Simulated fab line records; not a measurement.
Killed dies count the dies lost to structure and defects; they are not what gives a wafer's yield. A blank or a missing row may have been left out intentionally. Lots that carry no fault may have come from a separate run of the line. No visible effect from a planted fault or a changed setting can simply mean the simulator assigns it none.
Comparing a struck lot with a sound one / flow sky130 / 36 steps out of a route of 708
Sound: these wafers, L123.2, L123.3, L123.5. Wafers struck: L133.2, L133.3, L133.6. Last of all comes the cause.
For every step that has rows: the tool of each side, followed by ch and its chambers, followed by its first start. Under that, the readings that differ: sound wafers / struck wafers / difference of the means / sigmas: that difference in standard deviations of wafers without a fault.
alike: readings whose means differ by less than 2 such deviations, and words and numbers that are the same on both sides. not compared: withheld readings, readings that some wafer has no value for, bounds like >300 that may hide the same value, and numbers for which the record gives no deviation and whose values overlap.
Wherever a step has rows on one side only, a row that says differs or no value, or a row with sigmas, the two part there. When numbers do not overlap yet have no deviation, they are printed without sigmas and do not part them. A reading that every wafer of one side lacks parts them only if that side has two wafers or more.

first, 8 steps without rows for these wafers: SKY_LOCAL_INTERCONNECT_DEHYDRATE_03 (time 60 s); SKY_LOCAL_INTERCONNECT_HMDS_04 (prime time 60 s); SKY_LOCAL_INTERCONNECT_COAT_05 (resist thk 60 nm); SKY_LOCAL_INTERCONNECT_COAT_06 (resist thk 450 nm); SKY_LOCAL_INTERCONNECT_SOFTBAKE_07 (time 90 s); SKY_LOCAL_INTERCONNECT_EXPOSE_08 (exposes mask LI1M, target cd 170 nm); SKY_LOCAL_INTERCONNECT_PEB_09; SKY_LOCAL_INTERCONNECT_DEVELOP_10 (develop time 60 s).
SKY_LOCAL_INTERCONNECT_ETCH_13: etches BARC in N2/H2, stops on SiO2, time 45.9 s, target depth 60 nm.
  sound on rie metal-04 ch 1, day 31 04:47; struck on rie metal-04 ch 1, day 34 14:53
reading=throttle valve pct (%); sound=13.220 13.218 13.200; struck=13.220 13.237 13.240; difference=+0.020; sigmas=+2
  alike: bias w, drypump motor current A, oes product au
  not compared: rf hours counter h
then, 24 steps without rows for these wafers: SKY_LOCAL_INTERCONNECT_METAL_ETCH_14 (etches TiN in Cl2/BCl3, stops on PSG, target depth 110 nm, time 31.4 s); SKY_LOCAL_INTERCONNECT_STRIP_15 (strips in O2/N2); SKY_LOCAL_INTERCONNECT_STRIP_16 (strips in post etch residue remover, time 1200 s); SKY_LOCAL_INTERCONNECT_CLEAN_17 (cleans in IPA, time 180 s); SKY_LOCAL_INTERCONNECT_CLEAN_18 (cleans in O3/DIW); SKY_CONTACT_CVD_00 (deposits Si3N4, target thk 75 nm); SKY_CONTACT_HDPCVD_02 (deposits SiO2, target thk 565 nm, time 94.2 s); SKY_CONTACT_CMP_04 (polishes SiO2); SKY_CONTACT_DEHYDRATE_06 (time 60 s); SKY_CONTACT_HMDS_07 (prime time 60 s); SKY_CONTACT_COAT_08 (resist thk 60 nm); SKY_CONTACT_COAT_09 (resist thk 450 nm); SKY_CONTACT_SOFTBAKE_10 (time 90 s); SKY_CONTACT_EXPOSE_11 (exposes mask CTM1, target cd 170 nm); SKY_CONTACT_PEB_12; SKY_CONTACT_DEVELOP_13 (develop time 60 s); SKY_CONTACT_ETCH_16 (etches BARC in N2/H2, stops on SiO2, time 45.9 s, target depth 60 nm); SKY_CONTACT_ETCH_17 (etches SiO2 in C4F8/O2/Ar, stops on Si3N4, target depth 340 nm); SKY_CONTACT_ETCH_18 (etches Si3N4 in CHF3/O2, stops on TiN, time 39 s, target depth 75 nm); SKY_CONTACT_STRIP_19 (strips in O2/N2); SKY_CONTACT_STRIP_20 (strips in post etch residue remover, time 1200 s); SKY_CONTACT_CLEAN_21 (cleans in IPA, time 180 s); SKY_CONTACT_CLEAN_22 (cleans in O3/DIW); SKY_CONTACT_SPUTTER_23 (material TiN, target thk 20 nm, time 80 s).
-- the record jumps here: 2 days lie between the struck wafers' starts before and after (it left off in module CONTACT and takes up again in module METAL1, whose first step shown is number 451 of the route) --
SKY_METAL1_DESCUM_17: chemistry O2, time 8 s.
  sound on rie metal-02 ch 0,1, day 33 15:14; struck on rie metal-01 ch 1, day 36 23:28
  alike: drypump motor current A, oes product au
  not compared: rf hours counter h, model.METAL1.cd nm
SKY_METAL1_METAL_ETCH_19: etches the open film in Cl2/BCl3, stops on SiO2, target depth 360 nm, time 78 s.
  sound on rie metal-02 ch 0,1, day 33 15:20; struck on rie metal-01 ch 1, day 36 23:41
reading=model.METAL1.cd nm (nm); sound=135.3 135.3 136.2; struck=152.9 152.2 151.7; difference=+16.7; sigmas=
  alike: bias w, drypump motor current A, mfc cl2 sccm, oes product au, throttle valve pct
  not compared: rf hours counter h
-- the record jumps here: 12 days lie between the struck wafers' starts before and after (it left off in module METAL1 and takes up again in module PAD_OPEN, whose first step shown is number 708 of the route) --
SKY_PAD_OPEN_PROBE_99:
  sound on prober-02, day 46 14:14; struck on prober-01, day 48 23:53
reading=killed at contacts; sound=24 18 25; struck=55 54 51; difference=+31; sigmas=+6
reading=killed dies; sound=81 71 79; struck=100 102 109; difference=+27; sigmas=+3
reading=model.etest.met1.width nm (nm); sound=133.6 136.6 136.6; struck=149.5 151.7 150.4; difference=+14.9; sigmas=
reading=model.etest.met1.line ohm um; sound=0.9679 0.9391 0.9461; struck=0.8569 0.8408 0.845; difference=-0.1035; sigmas=
  alike: killed_at_M0_to_M3, killed_at_M4_up, killed at front end, killed at other, killed open, killed short

== WHERE THEY PART ==
Last at SKY_PAD_OPEN_PROBE_99 as far as this record goes, first at SKY_LOCAL_INTERCONNECT_ETCH_13.

WHY: what had been put in by the simulator
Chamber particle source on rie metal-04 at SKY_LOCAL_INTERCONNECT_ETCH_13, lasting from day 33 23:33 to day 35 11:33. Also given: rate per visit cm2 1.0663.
